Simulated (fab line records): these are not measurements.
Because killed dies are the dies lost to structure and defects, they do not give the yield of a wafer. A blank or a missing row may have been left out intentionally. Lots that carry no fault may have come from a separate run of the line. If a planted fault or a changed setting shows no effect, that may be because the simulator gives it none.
The tool behind it: which one? ; flow sky130 ; 10 lots with 30 wafers sampled at 5 steps, on a route of 708 steps

## WHAT THE GAUGES READ, wafer by wafer
SKY_VIA4_OVL_MEAS_11. Usual: for VIA4_OVL the level is -0.3 nm and the standard deviation is 1.5.
lot;measured;on;VIA4_OVL (nm);flag
L304;day 44 09:19;overlay-01;1.7 1.3 1.4;
L309;day 44 17:10;overlay-01;-1.0 -1.1 -1.3;
L314;day 46 07:07;overlay-01;0.6 -0.2 -0.4;
L318;day 47 06:52;overlay-02;0.7 1.5 1.9;
L319;day 47 09:49;overlay-01;1.3 2.2 0.3;
L321;day 47 18:47;overlay-01;2.2 1.9 0.2;
L323;day 48 02:01;overlay-01;0.5 0.1 1.5;
L324;day 48 02:47;overlay-01;1.4 -0.1 -0.1;
L325;day 48 14:20;overlay-01;-1.7 -1.8 -0.1;
L326;day 48 19:26;overlay-02;-0.9 -2.7 0.1;

SKY_VIA4_THK_MEAS_20: measures by xrf. Usual: for VIA4_W_THK the level is 514 nm and the standard deviation is 7.8.
lot;measured;on;VIA4_W_THK (nm);flag
L304;day 44 10:24;film_metro-02;513 527 524;
L309;day 44 18:13;film_metro-02;529 517 527;
L314;day 46 08:14;film_metro-02;517 514 517;
L318;day 47 08:16;film_metro-03;507 508 515;
L319;day 47 10:52;film_metro-03;503 514 522;
L321;day 47 19:50;film_metro-02;518 527 512;
L323;day 48 03:04;film_metro-02;521 519 529;
L324;day 48 04:20;film_metro-03;516 505 515;
L325;day 48 15:25;film_metro-03;507 510 519;
L326;day 48 20:32;film_metro-03;508 511 511;

SKY_METAL5_RS_MEAS_05: a four-point-probe measurement. Usual: for METAL5_ALCU_RS the level is 0.02701 ohm/sq and the standard deviation is 0.00029.
lot;measured;on;METAL5_ALCU_RS (ohm/sq);flag
L304;day 44 10:56;film_metro-01;0.02704 0.02717 0.02702;
L309;day 44 18:44;film_metro-04;0.0269 0.02652 0.02679;
L314;day 46 12:17;film_metro-01;0.02744 0.02733 0.02739;
L318;day 47 08:59;film_metro-01;0.02691 0.02698 0.02679;
L319;day 47 11:23;film_metro-01;0.02686 0.02676 0.02665;
L321;day 47 20:22;film_metro-04;0.01925 0.01922 0.01928;OFF
L323;day 48 03:35;film_metro-01;0.01929 0.01941 0.01926;OFF
L324;day 48 04:55;film_metro-03;0.02696 0.02695 0.02694;
L325;day 48 15:56;film_metro-04;0.0273 0.02735 0.02727;
L326;day 48 21:04;film_metro-04;0.02694 0.02708 0.02703;

SKY_METAL5_THK_MEAS_06: measures by xrf. Usual: for METAL5_ALCU_THK the level is 1174 nm and the standard deviation is 13.
lot;measured;on;METAL5_ALCU_THK (nm);flag
L304;day 44 11:03;film_metro-01;1189 1172 1178;
L309;day 44 18:52;film_metro-04;1179 1191 1180;
L314;day 46 12:24;film_metro-01;1152 1166 1158;
L318;day 47 09:07;film_metro-01;1186 1173 1189;
L319;day 47 11:31;film_metro-01;1173 1176 1184;
L321;day 47 20:28;film_metro-04;1641 1640 1631;OFF
L323;day 48 03:42;film_metro-01;1640 1646 1648;OFF
L324;day 48 05:02;film_metro-03;1169 1168 1170;
L325;day 48 16:03;film_metro-04;1150 1153 1156;
L326;day 48 21:10;film_metro-04;1170 1167 1166;

## WHICH TOOL RAN EACH LOT (tool, then ch and the chambers of the sampled wafers, then the start)
lot;SKY_METAL5_SPUTTER_02
L304;pvd_sputter-01, day 44 10:48
L309;pvd_sputter-04, day 44 18:37
L314;pvd_sputter-03, day 46 12:09
L318;pvd_sputter-03, day 47 08:52
L319;pvd_sputter-04, day 47 11:16
L321;pvd_sputter-03, day 47 20:14
L323;pvd_sputter-03, day 48 03:28
L324;pvd_sputter-01, day 48 04:47
L325;pvd_sputter-04, day 48 15:48
L326;pvd_sputter-04, day 48 20:55
- SKY_METAL5_SPUTTER_02: material AlCu, target thk 1150 nm, time 61.2 s.

## AS READ BY THE TOOLS THEMSELVES (means over the sampled wafers that have a number; for cases with no such wafer, the mark the record gives instead)
SKY_METAL5_SPUTTER_02. Usual: throttle_valve_pct 30.0 %, standard deviation 1.3.
lot;tool;throttle_valve_pct (%);flag
L304;pvd_sputter-01;29.9;
L309;pvd_sputter-04;30.8;
L314;pvd_sputter-03;29.2;
L318;pvd_sputter-03;30.1;
L319;pvd_sputter-04;30.7;
L321;pvd_sputter-03;29.4;
L323;pvd_sputter-03;29.3;
L324;pvd_sputter-01;30.6;
L325;pvd_sputter-04;29.8;
L326;pvd_sputter-04;30.3;

## THE ANSWER, worked out from the rows above alone
Rule: a lot is off if the mean of its wafers that have a number lies more than 3 standard deviations from the usual mean. A lot without any number at a reading at which 4 lots or more have one is off too. The other lots that the step has rows for count as sound. Order of review: gauges by route order, followed by the tools' own readings, for which a lot's mean as printed above is used. The first step at which some lot is off is used, and at that step the reading that is off furthest; a lot without a number counts as furthest.
Off: L321, L323, at SKY_METAL5_RS_MEAS_05 (METAL5_ALCU_RS).
A tool fits if, at a process step before that reading, it ran every lot that is off, and no sound lot after the first of them. The gauges at SKY_METAL5_RS_MEAS_05 are tried like those tools. One fits: pvd_sputter-03 at SKY_METAL5_SPUTTER_02. A fault onset in the window from L318 (day 47 08:52, its last sound lot) to L321 (day 47 20:14, its first lot off) fits.

## WHAT THE SIMULATOR HAD INSERTED
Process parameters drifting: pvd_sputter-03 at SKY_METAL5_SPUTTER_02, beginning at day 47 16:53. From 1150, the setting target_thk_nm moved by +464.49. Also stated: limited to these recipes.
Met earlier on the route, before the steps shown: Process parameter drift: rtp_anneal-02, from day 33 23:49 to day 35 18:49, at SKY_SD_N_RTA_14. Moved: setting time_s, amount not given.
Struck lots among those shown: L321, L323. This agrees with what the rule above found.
